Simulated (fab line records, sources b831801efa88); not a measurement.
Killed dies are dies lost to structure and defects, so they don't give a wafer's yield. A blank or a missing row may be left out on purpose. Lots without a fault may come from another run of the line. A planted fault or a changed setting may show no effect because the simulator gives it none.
Chamber matching | flow gf180mcu | GF_CONTACT_CMP_27 on cmp-02: 4 sister chambers
The step polishes, stops on SiO2, t overpolish 15.95 s, target thk 0 nm. 16 wafers are shown with their chamber, then 8 later ones without.

WAFERS WITH THEIR CHAMBER
wafer  | chamber | motor_current_A (A) | time_to_endpoint_s (s) | overpolish_run_s (s)
L927.3 | 0       | 11.8                | 76                     | 15.980
L927.4 | 1       | 10.8                | 78                     | 15.949
L927.6 | 0       | 11.9                | 74                     | 15.936
L928.2 | 1       | 11.0                | 76                     | 15.937
L928.3 | 0       | 11.8                | 75                     | 15.938
L928.5 | 3       | 13.4                | 82                     | 15.969
L929.2 | 1       | 11.1                | 76                     | 15.961
L929.4 | 0       | 12.1                | 76                     | 15.955
L929.5 | 3       | 13.7                | 79                     | 15.973
L936.1 | 0       | 11.8                | 75                     | 15.962
L936.4 | 3       | 12.9                | 79                     | 15.961
L936.6 | 3       | 13.6                | 79                     | 15.953
L937.1 | 3       | 13.1                | 81                     | 15.964
L937.3 | 0       | 12.1                | 74                     | 15.951
L937.6 | 0       | 12.4                | 75                     | 15.950
L940.2 | 2       | 9.2                 | 75                     | 15.930

SIGNATURES (means of the wafers above)
reading            | chamber 0 | chamber 1 | chamber 2 | chamber 3 | scatter within a chamber
motor_current_A    | 11.986    | 10.967    | 9.200     | 13.340    | 0.259
time_to_endpoint_s | 75.00     | 76.67     | 75.00     | 80.00     | 1.11
overpolish_run_s   | 15.95314  | 15.94900  | 15.93000  | 15.96400  | 0.0125
Rule: a wafer's distance from a chamber is the root of the sum, over the readings, of the square of ((its reading less the chamber's mean) divided by the reading's scatter). The wafer belongs to the nearest chamber; if the next one is less than 2 further off, it can't be placed. The scatter: the root of (the sum of the squares of (reading less its chamber's mean) over the shown wafers, divided by (wafers less chambers)).

WAFERS WITHOUT THEIR CHAMBER
wafer  | motor_current_A (A) | time_to_endpoint_s (s) | overpolish_run_s (s)
L940.3 | 12.3                | 76                     | 15.934
L940.4 | 11.0                | 74                     | 15.952
L943.1 | 13.2                | 83                     | 15.942
L943.4 | 8.7                 | 74                     | 15.953
L943.6 | 12.7                | 81                     | 15.933
L949.1 | 13.0                | 85                     | 15.943
L949.4 | 11.4                | 76                     | 15.963
L949.6 | 11.4                | 79                     | 15.950

WHICH CHAMBER EACH WENT THROUGH
wafer  | from the rows above     | in truth
L940.3 | 0                       | 0
L940.4 | can't be placed: 1 or 0 | 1
L943.1 | 3                       | 3
L943.4 | 2                       | 2
L943.6 | 3                       | 3
L949.1 | 3                       | 3
L949.4 | can't be placed: 1 or 0 | 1
L949.6 | can't be placed: 1 or 0 | 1
Placed correctly: 5 of 8. Can't be placed from these rows: 3 (the true chamber is among the candidates in 3). Placed wrongly: 0.
